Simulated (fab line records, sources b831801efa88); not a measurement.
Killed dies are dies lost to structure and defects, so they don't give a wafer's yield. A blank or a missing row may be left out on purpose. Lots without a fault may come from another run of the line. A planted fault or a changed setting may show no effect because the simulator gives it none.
Which tool did it? | flow sky130 | 14 lots, 42 wafers sampled, at 4 steps of a route of 708

WHAT THE GAUGES READ, wafer by wafer
SKY_LDD_HVN_TW_MEAS_10. Usual: LDD_HVN_TW 1446, standard deviation 16.
lot  | measured     | on            | LDD_HVN_TW     | flag
L932 | day 20 09:00 | film_metro-04 | 1476 1468 1466 |
L933 | day 20 09:17 | film_metro-02 | 1440 1442 1430 |
L935 | day 21 01:57 | film_metro-03 | 1448 1444 1445 |
L937 | day 22 06:49 | film_metro-02 | 1429 1429 1429 |
L939 | day 23 04:31 | film_metro-03 | 1447 1436 1439 |
L944 | day 24 14:30 | film_metro-02 | 1433 1438 1440 |
L946 | day 25 16:20 | film_metro-04 | 1474 1471 1475 |
L947 | day 25 19:19 | film_metro-02 | 1426 1424 1427 |
L948 | day 26 06:19 | film_metro-03 | 1453 1444 1435 |
L949 | day 26 13:14 | film_metro-03 | 1440 1440 1454 |
L950 | day 26 21:48 | film_metro-03 | 1447 1434 1437 |
L951 | day 27 02:22 | film_metro-04 | 1467 1471 1475 |
L953 | day 27 21:41 | film_metro-02 | 1420 1425 1420 |
L954 | day 29 03:51 | film_metro-02 | 1434 1433 1432 |

SKY_LDD_HVP_TW_MEAS_10. Usual: LDD_HVP_TW 463, standard deviation 4.1.
lot  | measured     | on            | LDD_HVP_TW  | flag
L932 | day 21 15:42 | film_metro-01 | 464 463 461 |
L933 | day 21 15:44 | film_metro-03 | 457 459 454 |
L935 | day 22 08:33 | film_metro-04 | 467 467 468 |
L937 | day 23 11:52 | film_metro-01 | 462 460 461 |
L939 | day 24 09:31 | film_metro-01 | 459 461 459 |
L944 | day 25 20:43 | film_metro-04 | 467 467 467 |
L946 | day 26 21:40 | film_metro-01 | 461 463 460 |
L947 | day 27 00:52 | film_metro-04 | 466 470 466 |
L948 | day 27 10:55 | film_metro-01 | 463 463 461 |
L949 | day 27 18:57 | film_metro-04 | 467 467 466 |
L950 | day 28 02:30 | film_metro-04 | 462 465 466 |
L951 | day 28 06:37 | film_metro-01 | 462 463 459 |
L953 | day 29 02:34 | film_metro-04 | 467 469 471 |
L954 | day 30 09:06 | film_metro-01 | 455 455 455 |

SKY_POLY_CUT_CD_MEAS_08: target cd 270 nm. Usual: cd_nm 270.5 nm, standard deviation 1.8.
lot  | measured     | on        | cd_nm (nm)        | flag
L932 | day 24 04:13 | cd_sem-02 | 269.8 270.1 269.4 |
L933 | day 24 06:03 | cd_sem-02 | 268.6 269.5 267.2 |
L935 | day 25 11:13 | cd_sem-02 | 268.1 269.5 268.9 |
L937 | day 25 23:58 | cd_sem-01 | 268.0 267.4 267.5 |
L939 | day 26 22:40 | cd_sem-02 | 269.9 270.1 270.3 |
L944 | day 28 08:28 | cd_sem-02 | 270.4 270.6 271.7 |
L946 | day 29 10:22 | cd_sem-01 | 272.3 271.1 271.9 |
L947 | day 30 00:10 | cd_sem-02 | 268.6 268.5 268.8 |
L948 | day 30 00:25 | cd_sem-02 | 272.8 270.1 271.1 |
L949 | day 30 08:10 | cd_sem-02 | 270.2 272.2 271.4 |
L950 | day 30 13:53 | cd_sem-01 | 271.0 270.5 270.3 |
L951 | day 30 18:14 | cd_sem-02 | 269.7 270.1 272.0 |
L953 | day 31 13:47 | cd_sem-02 | 270.1 270.9 270.8 |
L954 | day 32 18:31 | cd_sem-02 | 270.9 271.8 273.2 |

WHICH TOOL RAN EACH LOT (tool, then ch and the chambers of the sampled wafers, then the start)
lot  | SKY_LDD_LDN_IMPLANT_10
L932 | implanter-04 ch 0, day 22 21:33
L933 | implanter-04 ch 0, day 22 22:22
L935 | implanter-04 ch 0, day 23 13:55
L937 | implanter-04 ch 0, day 24 16:50
L939 | implanter-02 ch 0, day 25 15:14
L944 | implanter-03 ch 0, day 27 01:54
L946 | implanter-02 ch 0, day 28 02:21
L947 | implanter-04 ch 0, day 28 15:49
L948 | implanter-03 ch 0, day 28 15:59
L949 | implanter-03 ch 0, day 28 23:09
L950 | implanter-02 ch 0, day 29 06:57
L951 | implanter-03 ch 0, day 29 11:18
L953 | implanter-02 ch 0, day 30 08:05
L954 | implanter-03 ch 0, day 31 13:28
- SKY_LDD_LDN_IMPLANT_10

WHAT THE TOOLS THEMSELVES READ (means of the sampled wafers that have a number; where no wafer has one, the mark that the record gives instead)
SKY_LDD_LDN_IMPLANT_10. Usual: beam_energy_keV 14.999, standard deviation 0.0043.
lot  | tool         | beam_energy_keV | flag
L932 | implanter-04 | 14.998          |
L933 | implanter-04 | 14.999          |
L935 | implanter-04 | 14.790          | OFF
L937 | implanter-04 | 14.792          | OFF
L939 | implanter-02 | 15.003          |
L944 | implanter-03 | 14.999          |
L946 | implanter-02 | 15.000          |
L947 | implanter-04 | 14.996          |
L948 | implanter-03 | 15.001          |
L949 | implanter-03 | 14.998          |
L950 | implanter-02 | 15.000          |
L951 | implanter-03 | 14.998          |
L953 | implanter-02 | 15.003          |
L954 | implanter-03 | 14.995          |

THE ANSWER, worked out from the rows above alone
Rule: a lot is off if the mean of its wafers that have a number lies more than 3 standard deviations from the usual mean. A lot without any number at a reading at which 4 lots or more have one is off too. The other lots that the step has rows for count as sound. The gauges are gone through in route order, then the tools' own readings, and for those a lot's mean is taken as printed above. The first step at which some lot is off is used, and at that step the reading that is off furthest; a lot without a number counts as furthest.
Off: L935, L937, at SKY_LDD_LDN_IMPLANT_10 (beam_energy_keV).
A tool fits if, at that step or a process step before it, it ran every lot that is off, and no sound lot after the first of them. None of those tried fits.

WHAT THE SIMULATOR HAD PUT IN
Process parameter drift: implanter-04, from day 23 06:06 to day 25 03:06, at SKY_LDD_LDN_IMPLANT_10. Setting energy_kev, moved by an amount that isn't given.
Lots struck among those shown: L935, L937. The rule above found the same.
